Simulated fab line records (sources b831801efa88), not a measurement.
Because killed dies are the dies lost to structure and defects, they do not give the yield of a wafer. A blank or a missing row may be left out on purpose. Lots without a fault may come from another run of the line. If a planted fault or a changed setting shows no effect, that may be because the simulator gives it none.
The tool behind it: which one?    flow sky130    Sampling: 11 lots, 33 wafers, 5 of 708 route steps

WHAT THE GAUGES READ, wafer by wafer
SKY_FIELD_ISO_CD_MEAS_13: the cd target is 150 nm. Usual: cdNm at 149.9 nm, with a standard deviation of 1.2.
lot   measured     on        cdNm (nm)          flag
L314  day 2 11:08  cdSem-01  147.8 148.3 149.4  
L317  day 3 01:50  cdSem-02  150.2 150.5 150.1  
L318  day 3 07:47  cdSem-02  149.2 149.2 151.2  
L326  day 4 23:25  cdSem-01  152.5 152.8 152.2  
L327  day 5 08:28  cdSem-02  149.3 148.2 149.9  
L329  day 5 16:19  cdSem-02  151.1 151.5 149.5  
L331  day 6 04:13  cdSem-01  151.3 149.9 150.3  
L333  day 6 13:41  cdSem-02  148.4 148.6 149.8  
L334  day 6 18:24  cdSem-01  149.7 150.2 149.4  
L335  day 6 23:56  cdSem-01  149.9 150.5 151.3  
L336  day 7 04:19  cdSem-02  148.9 147.8 149.3  

SKY_LDD_HVP_OVL_MEAS_07. Usual: LDD_HVP_OVL 0.4 nm, standard deviation 1.4.
lot   measured      on          LDD_HVP_OVL (nm)  flag
L314  day 22 02:00  overlay-01  0.3 -2.3 -0.3     
L317  day 23 00:17  overlay-02  0.7 -0.1 -1.4     
L318  day 23 18:55  overlay-01  0.3 -0.3 2.1      
L326  day 26 08:27  overlay-02  -2.3 0.5 -0.9     
L327  day 26 21:16  overlay-02  2.2 -0.2 3.8      
L329  day 27 18:27  overlay-01  1.4 0.2 -0.1      
L331  day 28 08:46  overlay-01  2.2 1.5 2.3       
L333  day 29 05:42  overlay-02  -0.7 -1.8 -2.4    
L334  day 29 19:17  overlay-01  2.3 3.0 0.2       
L335  day 29 21:55  overlay-01  1.1 2.6 2.3       
L336  day 29 18:39  overlay-01  0.1 0.4 0.6       

TOOL THAT RAN EACH LOT (tool first, then ch and the chambers of the sampled wafers, then the start)
lot   SKY_POLY_GATE_ETCH_16              SKY_POLY_GATE_STRIP_18               SKY_LDD_HVN_STRIP_09
L314  rieDiel-02 ch 1,2,3, day 16 20:37  plasmaAsher-03 ch 0,1, day 16 20:46  plasmaAsher-04 ch 0, day 20 19:16
L317  rieDiel-04 ch 1,2, day 17 19:27    plasmaAsher-03 ch 0,1, day 17 19:36  plasmaAsher-02 ch 0,1, day 21 18:43
L318  rieDiel-02 ch 1,2, day 18 09:27    plasmaAsher-04 ch 0,1, day 18 09:36  plasmaAsher-04 ch 0,1, day 22 13:22
L326  rieDiel-04 ch 0,1,3, day 21 07:13  plasmaAsher-03 ch 0,1, day 21 07:22  plasmaAsher-03 ch 0,1, day 25 03:31
L327  rieDiel-03 ch 0,1,2, day 21 18:35  plasmaAsher-01 ch 0,1, day 21 18:45  plasmaAsher-02 ch 0,1, day 25 15:43
L329  rieDiel-02 ch 1,3, day 22 17:47    plasmaAsher-03 ch 1, day 22 17:57    plasmaAsher-03 ch 0,1, day 26 13:52
L331  rieDiel-03 ch 1,2,3, day 23 08:11  plasmaAsher-04 ch 0,1, day 23 08:20  plasmaAsher-03 ch 0,1, day 27 04:04
L333  rieDiel-02 ch 1,2, day 24 07:41    plasmaAsher-04 ch 0,1, day 24 07:50  plasmaAsher-03 ch 1, day 28 02:13
L334  rieDiel-04 ch 0,1,3, day 24 21:40  plasmaAsher-04 ch 0,1, day 24 21:49  plasmaAsher-02 ch 0,1, day 28 14:43
L335  rieDiel-03 ch 0,2,3, day 24 23:06  plasmaAsher-01 ch 0,1, day 24 23:15  plasmaAsher-04 ch 0,1, day 28 17:37
L336  rieDiel-02 ch 1,3, day 24 20:50    plasmaAsher-03 ch 0, day 24 21:00    plasmaAsher-02 ch 0,1, day 28 14:25
- SKY_POLY_GATE_ETCH_16: etches Si3N4 in CH3F/O2, stops on poly-Si, time 147.5 s, target depth 75 nm.
- SKY_POLY_GATE_STRIP_18: strips in O2/N2.
- SKY_LDD_HVN_STRIP_09: strips in O2/N2.

WHAT THE TOOLS THEMSELVES READ (means of the sampled wafers that have a number; where no wafer has one, the mark that the record gives instead)
SKY_POLY_GATE_ETCH_16. Usual: drypumpMotorCurrentA 5.7 A, standard deviation 0.42; oesProductAu 0.641 a.u., standard deviation 0.0048; throttleValvePct 10.535 %, standard deviation 0.0094.
lot   tool        drypumpMotorCurrentA (A)  oesProductAu (a.u.)  throttleValvePct (%)  flag
L314  rieDiel-02  6.0                       0.644                10.539                
L317  rieDiel-04  5.8                       0.638                10.529                
L318  rieDiel-02  6.0                       0.641                10.530                
L326  rieDiel-04  5.7                       0.640                10.544                
L327  rieDiel-03  5.7                       0.642                10.538                
L329  rieDiel-02  6.0                       0.643                10.543                
L331  rieDiel-03  5.5                       0.640                10.537                
L333  rieDiel-02  5.9                       0.637                10.532                
L334  rieDiel-04  5.7                       0.636                10.534                
L335  rieDiel-03  5.7                       0.647                10.533                
L336  rieDiel-02  6.0                       0.646                10.533                

SKY_POLY_GATE_STRIP_18. Usual: drypumpMotorCurrentA 5.6 A, standard deviation 0.46; oesProductAu 0.360 a.u., standard deviation 0.0051; stripTimeToEndpointS 3.16 s, standard deviation 0.051.
lot   tool            drypumpMotorCurrentA (A)  oesProductAu (a.u.)  stripTimeToEndpointS (s)  flag
L314  plasmaAsher-03  5.3                       0.365                3.24                      
L317  plasmaAsher-03  5.3                       0.363                3.19                      
L318  plasmaAsher-04  5.8                       0.362                3.30                      
L326  plasmaAsher-03  5.3                       0.359                3.13                      
L327  plasmaAsher-01  5.8                       0.363                3.17                      
L329  plasmaAsher-03  5.2                       0.357                3.16                      
L331  plasmaAsher-04  5.9                       0.365                3.17                      
L333  plasmaAsher-04  5.9                       0.358                3.19                      
L334  plasmaAsher-04  6.2                       0.362                3.18                      
L335  plasmaAsher-01  6.0                       0.357                3.09                      
L336  plasmaAsher-03  5.3                       0.361                3.14                      

SKY_LDD_HVN_STRIP_09. Usual: drypumpMotorCurrentA 5.6 A, standard deviation 0.56; oesProductAu 0.409 a.u., standard deviation 0.0044; stripTimeToEndpointS 4.134 s, standard deviation 0.016.
lot   tool            drypumpMotorCurrentA (A)  oesProductAu (a.u.)  stripTimeToEndpointS (s)  flag
L314  plasmaAsher-04  6.6                       0.404                4.134                     
L317  plasmaAsher-02  5.7                       0.406                4.142                     
L318  plasmaAsher-04  5.9                       0.407                4.155                     
L326  plasmaAsher-03  5.3                       0.410                4.123                     
L327  plasmaAsher-02  5.7                       0.412                4.129                     
L329  plasmaAsher-03  5.3                       0.407                4.119                     
L331  plasmaAsher-03  5.3                       0.408                4.130                     
L333  plasmaAsher-03  5.2                       0.409                4.138                     
L334  plasmaAsher-02  5.7                       0.410                4.115                     
L335  plasmaAsher-04  6.2                       0.405                4.142                     
L336  plasmaAsher-02  5.7                       0.407                4.135                     

THE ANSWER, worked out from the rows above alone
Rule: take the mean of a lot's wafers that have a number; if it is more than 3 standard deviations from the usual mean, the lot is off. Also off: a lot with no number at a reading for which 4 or more lots have one. The other lots that the step has rows for count as sound. After the gauges, taken in route order, come the tools' own readings; for these a lot's mean is taken, as printed above. The first step at which some lot is off is used, and at that step the reading that is off furthest; a lot without a number counts as furthest.
No lot is off on any of the readings shown, so nothing can be concluded from this.

WHAT WAS PUT IN BY THE SIMULATOR
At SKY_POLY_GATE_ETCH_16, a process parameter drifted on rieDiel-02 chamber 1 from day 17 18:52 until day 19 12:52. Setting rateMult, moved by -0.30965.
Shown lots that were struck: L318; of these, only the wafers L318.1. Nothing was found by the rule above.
